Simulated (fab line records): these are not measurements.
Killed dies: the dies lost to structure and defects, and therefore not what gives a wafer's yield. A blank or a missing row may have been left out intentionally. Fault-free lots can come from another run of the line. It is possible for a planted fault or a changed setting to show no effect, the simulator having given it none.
Problem report, 8D (eight disciplines) form, completed by code / flow gf180mcu / the parts of the form that need people (team, actions taken, sign-off) are left out

1. WHAT IS WRONG
Mean of cathodeDcPowerW at GF_TOP_METAL_SPUTTER_03: 2897.7 W across 2 wafers in 2 lots; on wafers with no fault it is 3000.0 W (standard deviation 0.54). That is -99 or more standard deviations from the usual mean.
The step: material Ti, target thk 5 nm, time 3.3 s.
First observed at day 31 09:48: wafer L631.2, on pvdSputter-02. The record holds 36 wafers of 12 lots with a number at this step. Rule for "out" (also "out of limits"): further than 4 standard deviations from the usual mean. All remaining wafers that have a number are taken as sound.

2. WHAT IT IS AND WHAT IT IS NOT
question=which readings at this step | is=cathodeDcPowerW | is not=throttleValvePct
question=which lots | is=L631, L632 | is not=L621, L623, L624, L625, L627, L635, L638, L642, L643, L644
question=which wafers of those lots | is=L631.2, L632.3 | is not=L631.3, L631.5, L632.1, L632.4
question=read on which tools | is=pvdSputter-02 | is not=pvdSputter-03, pvdSputter-04
question=when | is=from day 31 09:48 | is not=up to then (17 sound wafers); but 17 sound wafers of L632, L635, L638, L642, L643, L644 came after

3. WHAT RULES OUT EACH SUSPECT
Counting: any tool at a process step up to the reading remains a suspect provided it ran every lot that is out. Sound lots after the first of them don't rule it out here, since some wafers of a struck lot are sound.
- pvdSputter-04 at GF_MIM_SPUTTER_02 (material AlCu, target thk 450 nm, time 23.9 s): kept. Every lot that is out went through it, the first being L631 (day 28 21:08); the last sound lot it ran before that was L625 (day 27 00:19).
- pvdSputter-02 at GF_TOP_METAL_SPUTTER_03 (material Ti, target thk 5 nm, time 3.3 s): kept. Every lot that is out went through it, the first being L631 (day 31 09:48); the last sound lot it ran before that was L627 (day 29 21:55). Its own readings are out on those wafers: cathodeDcPowerW.
Remaining after the count are pvdSputter-04 at GF_MIM_SPUTTER_02 and pvdSputter-02 at GF_TOP_METAL_SPUTTER_03.

4. THE CAUSE (what the simulator had put in)
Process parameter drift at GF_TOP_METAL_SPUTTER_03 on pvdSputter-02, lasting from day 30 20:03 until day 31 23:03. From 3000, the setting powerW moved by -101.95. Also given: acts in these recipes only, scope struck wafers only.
Counting left 2 suspects, and this tool is among them.

5. THE CHAIN OF EFFECTS, in route order
One row per reading whose mean, taken over the struck wafers that have a number, lies over 3 standard deviations from the usual. Scope: only readings with a usual standard deviation given in the record; hours: median across lots of the time from each lot's start at the first step in this table that gives one to its start at this step; sigmas: change in usual standard deviations.
hours=0; step=GF_TOP_METAL_SPUTTER_03; reading=cathodeDcPowerW; usual=3000.0 W; on struck wafers=2897.7; change=-102.3; sigmas=-99 or more
Its process steps:
- GF_TOP_METAL_SPUTTER_03: material Ti, target thk 5 nm, time 3.3 s.

6. HOW IT WOULD HAVE BEEN CAUGHT EARLIER
First out-of-limits reading in this record: day 31 09:48, which is 14 hours after fault onset at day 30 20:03.
